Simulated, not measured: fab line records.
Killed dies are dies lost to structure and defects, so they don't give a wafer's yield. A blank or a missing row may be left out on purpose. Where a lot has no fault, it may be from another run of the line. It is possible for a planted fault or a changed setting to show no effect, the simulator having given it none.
2 desks looking at one fault || flow sfq-line || numbers are kept per desk, each desk with only its own; the story behind them comes last

## TOOL OWNER'S DESK, pvd-sputter-03
The tool's own readings at SFQ_TRILAYER_M7_DEP_SPUTTER_175 (material Nb, target thk 200 nm, time 133.3 s): means of the sampled wafers that have a number, for each lot that ran on this tool. If a lot's mean is further than 4 standard deviations from the usual mean, the lot is out of limits and carries the mark OUT (the distance appears in the brackets).
Columns: A = throttle-valve-pct at SFQ_TRILAYER_M7_DEP_SPUTTER_175, usual 30.2 %
{"lot": "L353", "first seen here": "day 71 09:43", "A": 30.9}
{"lot": "L361", "first seen here": "day 75 20:32", "A": 31.0}
{"lot": "L362", "first seen here": "day 75 22:56", "A": 30.8}
{"lot": "L366", "first seen here": "day 82 04:14", "A": 30.4}
{"lot": "L369", "first seen here": "day 82 16:38", "A": 30.8}
{"lot": "L370", "first seen here": "day 84 01:35", "A": 29.8}
{"lot": "L374", "first seen here": "day 86 03:45", "A": 30.4}
Finding of this desk: none of the 7 lots has anything out of limits.

## METROLOGY DESK
Means of the sampled wafers that have a number, per lot and without regard to the tool the lot ran on: this is what the gauges read. If a lot's mean is further than 4 standard deviations from the usual mean, the lot is out of limits and carries the mark OUT (the distance appears in the brackets).
Columns: A = M5_OVL at SFQ_M5_OVL_MEAS_932, usual 1 nm; B = M7_NB_RS at SFQ_M7_RS_MEAS_943, usual 0.897 ohm/sq
{"lot": "L353", "first seen here": "day 59 15:52", "A": 3, "B": 0.893}
{"lot": "L354", "first seen here": "day 59 17:04", "A": 6, "B": 0.904}
{"lot": "L360", "first seen here": "day 64 16:29", "A": -3, "B": 0.906}
{"lot": "L361", "first seen here": "day 65 21:05", "A": 1, "B": 0.860}
{"lot": "L362", "first seen here": "day 66 01:53", "A": -1, "B": 0.865}
{"lot": "L366", "first seen here": "day 70 06:59", "A": 2, "B": 0.914}
{"lot": "L367", "first seen here": "day 71 03:23", "A": 6, "B": 0.889}
{"lot": "L369", "first seen here": "day 71 14:11", "A": -4, "B": 0.891}
{"lot": "L370", "first seen here": "day 71 21:56", "A": 2, "B": 0.919}
{"lot": "L371", "first seen here": "day 72 19:14", "A": -4, "B": 0.898}
{"lot": "L372", "first seen here": "day 73 08:27", "A": 4, "B": 0.897}
{"lot": "L374", "first seen here": "day 74 19:27", "A": 9, "B": 0.891}
{"lot": "L375", "first seen here": "day 75 06:14", "A": -3, "B": 0.894}
{"lot": "L376", "first seen here": "day 75 11:02", "A": -1, "B": 0.891}
Finding of this desk: none of the 14 lots has anything out of limits.

## ALL TOGETHER
Nothing out of limits was seen by the tool owner's desk.
Metrology desk: nothing out of limits seen.

## WHAT THE SIMULATOR PUT IN
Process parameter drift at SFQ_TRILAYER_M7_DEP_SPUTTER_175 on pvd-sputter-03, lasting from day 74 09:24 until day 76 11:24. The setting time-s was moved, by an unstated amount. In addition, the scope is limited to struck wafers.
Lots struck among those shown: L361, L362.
